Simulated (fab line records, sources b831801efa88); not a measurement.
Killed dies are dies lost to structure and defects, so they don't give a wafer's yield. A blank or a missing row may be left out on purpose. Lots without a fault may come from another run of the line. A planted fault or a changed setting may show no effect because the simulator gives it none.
fab line records | flow gf180mcu
record lots=5 wafers=15 last_day=34
route steps=602 shown M4@462
lots that met no fault: from a run of the same line without faults
start_h: hours from the record's first day to the start of the lot's first wafer shown | wait_h: hours since the lot's step before | " the same as in the row above | L1.1+2: a row that stands for several wafers | - no value, or no start given | * or withheld: withheld | < > ~ a bound
route shown NAME@n: a module of which the file shows steps, and the number in the route of the first | usual: mean/standard deviation of fault-free wafers | same: alike in all rows | chamber/n: place in a boat | sites: the reading at each site | _std_site: their standard deviation | _edge_site: outer sites' mean less inner sites' | radius_mm: how far each site lies from the wafer's centre | mask NAME#n: copy n | behind: the tool/chamber that last shaped the wafer | hold: why the lot was held/for how many hours/how that ended | device: the transistor (n, p or np) that didn't switch | end of line: the same wafers' tests at the end of the route | a step without rows: its recipe alone | killed: dies lost to structure and defects at the first sort, not the wafer's yield | map: a wafer's dies, x killed, . not, _ none there
set.NAME: the setting as run; set.NAME@STEP: as run at that earlier step | model.NAME: the simulator's own value behind a step, which no gauge read
lots at some steps of the route; a table a step, a row a wafer
services: from which hour (start_h, from the record's first day; less than 0 if before it) a tool's chamber was out of use, for how many hours, and why
## steps
# step GF_M4_THK_MEAS_06
# recipe thk_meas_gauge=xrf reads=AlCu_of_M4_SPUTTER_02
# usual M4_ALCU_THK=455/6
# columns lot.wafer tool chamber start_h wait_h M4_ALCU_THK[nm]
L082.1 film_metro-03 - 591.89 0.1 459
L082.2 " - " " 455
L082.6 " - " " 456
L086.1 film_metro-02 - 622.54 0.1 443
L086.3 " - " " 442
L086.6 " - " " 444
L088.2 film_metro-02 - 637.73 0.1 466
L088.4 " - " " 458
L088.6 " - " " 454
L096.4 film_metro-02 - 690.96 0.1 458
L096.5 " - " " 458
L096.6 " - " " 456
L097.2 film_metro-03 - 693.28 0.1 460
L097.3 " - " " 460
L097.5 " - " " 455
# step GF_M4_DEHYDRATE_07
# recipe temp_c=200 time_s=60
# columns lot.wafer tool chamber start_h wait_h
L082.1+2+6 litho_track-03 0 601.53 9.6
L086.1+3+6 litho_track-01 0 632.50 9.9
L088.2+4+6 litho_track-03 0 647.50 9.8
L096.4+5+6 litho_track-04 0 699.86 8.9
L097.2+3+5 litho_track-01 0 702.17 8.9
# step GF_M4_HMDS_08
# recipe prime_time_s=60 prime_temp_c=120
# columns lot.wafer tool chamber start_h wait_h
L082.1+2+6 litho_track-03 0 601.68 0.1
L086.1+3+6 litho_track-01 0 632.65 0.1
L088.2+4+6 litho_track-03 0 647.65 0.1
L096.4+5+6 litho_track-04 0 700.01 0.1
L097.2+3+5 litho_track-01 0 702.32 0.1
# step GF_M4_COAT_09
# recipe resist=KrF spin_rpm=withheld resist_thk_nm=1000
# columns lot.wafer tool chamber start_h wait_h
L082.1+2+6 litho_track-03 0 601.83 0.1
L086.1+3+6 litho_track-01 0 632.80 0.1
L088.2+4+6 litho_track-03 0 647.80 0.1
L096.4+5+6 litho_track-04 0 700.16 0.1
L097.2+3+5 litho_track-01 0 702.47 0.1
# step GF_M4_SOFTBAKE_10
# recipe temp_c=130 time_s=60 resist=KrF
# columns lot.wafer tool chamber start_h wait_h
L082.1+2+6 litho_track-03 0 601.98 0.1
L086.1+3+6 litho_track-01 0 632.95 0.1
L088.2+4+6 litho_track-03 0 647.95 0.1
L096.4+5+6 litho_track-04 0 700.31 0.1
L097.2+3+5 litho_track-01 0 702.62 0.1
# step GF_M4_EXPOSE_11
# recipe mask_id=Metal4 target_cd_nm=280 na=0.68 source_shape=conventional sigma_outer=0.6 dose_mj=28
# usual focus_offset_nm=0.0/0.49
# columns lot.wafer tool chamber start_h wait_h mask focus_offset_nm
L082.1 krf_scanner-01 0 - - Metal4#0 0.0
L082.2 " 0 " " Metal4#0 0.6
L082.6 " 0 " " Metal4#0 0.1
L086.1 krf_scanner-02 0 - - Metal4#0 0.6
L086.3 " 0 " " Metal4#0 1.2
L086.6 " 0 " " Metal4#0 -0.5
L088.2 krf_scanner-01 0 - - Metal4#0 0.4
L088.4 " 0 " " Metal4#0 0.1
L088.6 " 0 " " Metal4#0 0.0
L096.4 krf_scanner-02 0 - - Metal4#0 0.5
L096.5 " 0 " " Metal4#0 -0.4
L096.6 " 0 " " Metal4#0 0.5
L097.2 krf_scanner-01 0 - - Metal4#0 0.2
L097.3 " 0 " " Metal4#0 0.3
L097.5 " 0 " " Metal4#0 0.3
# step GF_M4_PEB_12
# recipe peb_temp_c=135 peb_time_s=90 resist=KrF
# columns lot.wafer tool chamber start_h wait_h
L082.1+2+6 litho_track-01 0 - -
L086.1+3+6 litho_track-04 0 - -
L088.2+4+6 litho_track-03 0 - -
L096.4+5+6 litho_track-03 0 - -
L097.2+3+5 litho_track-03 0 - -
# step GF_M4_DEVELOP_13
# recipe develop_time_s=60 dev_temp_c=21
# usual developer_temp_C=20.99/0.1
# columns lot.wafer tool chamber start_h wait_h developer_temp_C
L082.1 litho_track-01 0 612.85 0.2 21.02
L082.2 " 0 " " 21.12
L082.6 " 0 " " 21.01
L086.1 litho_track-04 0 642.54 0.2 21.02
L086.3 " 0 " " 21.03
L086.6 " 0 " " 21.14
L088.2 litho_track-03 0 657.60 0.2 21.10
L088.4 " 0 " " 21.16
L088.6 " 0 " " 21.20
L096.4 litho_track-03 0 709.60 0.1 21.08
L096.5 " 0 " " 20.76
L096.6 " 0 " " 20.94
L097.2 litho_track-03 0 711.75 0.2 20.88
L097.3 " 0 " " 20.96
L097.5 " 0 " " 20.84
# step GF_M4_CD_MEAS_14
# recipe target_cd_nm=280
# usual cd_nm=279.9/1.2
# columns lot.wafer tool chamber start_h wait_h cd_nm
L082.1 cd_sem-01 - 613.00 0.1 281.1
L082.2 " - " " 279.5
L082.6 " - " " 279.9
L086.1 cd_sem-01 - 642.69 0.1 279.4
L086.3 " - " " 279.7
L086.6 " - " " 279.4
L088.2 cd_sem-01 - 657.75 0.1 279.8
L088.4 " - " " 279.6
L088.6 " - " " 280.6
L096.4 cd_sem-02 - 709.74 0.1 280.1
L096.5 " - " " 279.5
L096.6 " - " " 279.5
L097.2 cd_sem-01 - 711.90 0.1 278.7
L097.3 " - " " 279.7
L097.5 " - " " 278.4
# step GF_M4_OVL_MEAS_15
# usual M4_OVL=-5/4.6
# columns lot.wafer tool chamber start_h wait_h M4_OVL[nm]
L082.1 overlay-01 - 613.12 0.1 -9
L082.2 " - " " -4
L082.6 " - " " -8
L086.1 overlay-01 - 642.81 0.1 -11
L086.3 " - " " -5
L086.6 " - " " 0
L088.2 overlay-01 - 657.85 0.1 -9
L088.4 " - " " 0
L088.6 " - " " -7
L096.4 overlay-02 - 709.81 0.1 -5
L096.5 " - " " -3
L096.6 " - " " -1
L097.2 overlay-02 - 712.00 0.1 0
L097.3 " - " " -4
L097.5 " - " " -4
# step GF_M4_METAL_ETCH_16
# recipe chemistry=Cl2/BCl3 mask_material=KrF target_depth_nm=750.8 stop_on=SiO2 pressure_mtorr=8 icp_w=800 bias_w=140 Cl2_flow_sccm=80 bcl3_flow_sccm=40 time_s=125.1
# usual drypump_motor_current_A=5.8/0.39 oes_product_au=0.991/0.0061 throttle_valve_pct=28.230/0.0099
# columns lot.wafer tool chamber start_h wait_h drypump_motor_current_A oes_product_au rf_hours_counter_h throttle_valve_pct
L082.1 rie_metal-02 1 613.15 0.0 6.2 0.991 2 28.244
L082.2 " 1 " " 6.2 0.998 - 28.230
L082.6 " 1 " " 6.2 0.993 - 28.243
L086.1 rie_metal-01 1 642.84 0.0 5.8 0.993 5 28.228
L086.3 " 0 " " 5.7 1.001 - 28.230
L086.6 " 1 " " 5.8 0.990 - 28.235
L088.2 rie_metal-03 0 657.88 0.0 5.0 0.990 11 28.226
L088.4 " 1 " " 5.6 0.989 - 28.231
L088.6 " 1 " " 5.6 0.974 - 28.246
L096.4 rie_metal-03 0 709.96 0.1 5.0 0.981 - 28.234
L096.5 " 0 " " 5.0 1.003 - 28.212
L096.6 " 0 " " 5.0 0.990 - 28.231
L097.2 rie_metal-01 0 712.03 0.0 5.7 0.995 1 28.223
L097.3 " 0 " " 5.7 0.997 - 28.221
L097.5 " 1 " " 5.9 0.985 - 28.231
# step GF_M4_STRIP_17
# recipe chemistry=O2/N2 power_w=1400 pressure_mtorr=1500 platen_temp_c=250 o2_flow_sccm=3000 n2_flow_sccm=300 overash_fraction=0.5
# usual drypump_motor_current_A=5.76/0.27 heater_power_w=335/40 oes_product_au=0.537/0.0049 strip_time_to_endpoint_s=7.39/0.046
# columns lot.wafer tool chamber start_h wait_h drypump_motor_current_A heater_power_w oes_product_au rf_hours_counter_h strip_time_to_endpoint_s
L082.1 plasma_asher-01 0 613.41 0.2 6.18 384 0.529 102 7.34
L082.2 " 1 " " 5.32 279 0.532 102 7.39
L082.6 " 1 " " 5.33 270 0.534 - 7.34
L086.1 plasma_asher-03 1 642.97 0.1 5.82 374 0.544 55 7.41
L086.3 " 0 " " 5.85 325 0.536 - 7.29
L086.6 " 0 " " 5.84 320 0.535 - 7.38
L088.2 plasma_asher-04 1 658.01 0.1 5.62 293 0.534 91 7.36
L088.4 " 1 " " 5.64 303 0.541 - 7.40
L088.6 " 1 " " 5.66 303 0.531 - 7.44
L096.4 plasma_asher-03 0 710.12 0.1 5.85 326 0.537 - 7.39
L096.5 " 0 " " 5.83 330 0.529 - 7.36
L096.6 " 1 " " 5.82 377 0.538 - 7.41
L097.2 plasma_asher-03 0 712.16 0.1 5.85 330 0.535 62 7.37
L097.3 " 1 " " 5.80 381 0.540 - 7.40
L097.5 " 0 " " 5.83 324 0.545 - 7.40
# step GF_M4_STRIP_18
# recipe chemistry=post_etch_residue_remover time_s=1200 temp_c=72.5
# columns lot.wafer tool chamber start_h wait_h
L082.1+2+6 wet_bench-04 1 613.51 0.1
L086.1+3+6 wet_bench-01 0 643.07 0.1
L088.2+4+6 wet_bench-01 0 658.11 0.1
L096.4+5+6 wet_bench-01 0 710.19 0.0
L097.2+3+5 wet_bench-04 0 712.26 0.1
# step GF_M4_CLEAN_19
# recipe chemistry=DIW dry=n2_spin
# columns lot.wafer tool chamber start_h wait_h
L082.1+2+6 wet_bench-01 0 613.88 0.0
L086.1+3+6 wet_bench-03 2 643.41 0.0
L088.2+4+6 wet_bench-03 2 658.49 0.0
L096.4+5+6 wet_bench-03 2 710.53 0.0
L097.2+3+5 wet_bench-01 3 712.63 0.0
## services
# columns tool chamber start_h hours kind
rie_metal-02 - 578.18 2.8 pm
plasma_asher-01 - 584.26 3.4 repair
krf_scanner-02 - 602.03 10.1 repair
wet_bench-01 - 602.85 2.7 repair
rie_metal-02 0 611.94 - clean
rie_metal-02 0 611.94 25.4 scheduled_down
rie_metal-02 0 611.94 25.4 vent_cycle
krf_scanner-01 0 614.33 - calibration
rie_metal-03 - 626.42 2.8 pm
rie_metal-03 0 642.22 1.0 repair
krf_scanner-02 - 653.60 1.3 pm
rie_metal-01 0 665.36 - clean
rie_metal-01 0 665.36 21.2 scheduled_down
rie_metal-01 0 665.36 21.2 vent_cycle
litho_track-01 - 668.88 - consumable_replace:filter
krf_scanner-01 - 674.11 0.8 pm
rie_metal-02 - 690.15 1.4 pm
rie_metal-03 1 695.53 17.7 repair
krf_scanner-01 - 704.14 1.2 repair
krf_scanner-02 - 708.58 0.8 pm
## key
fault none
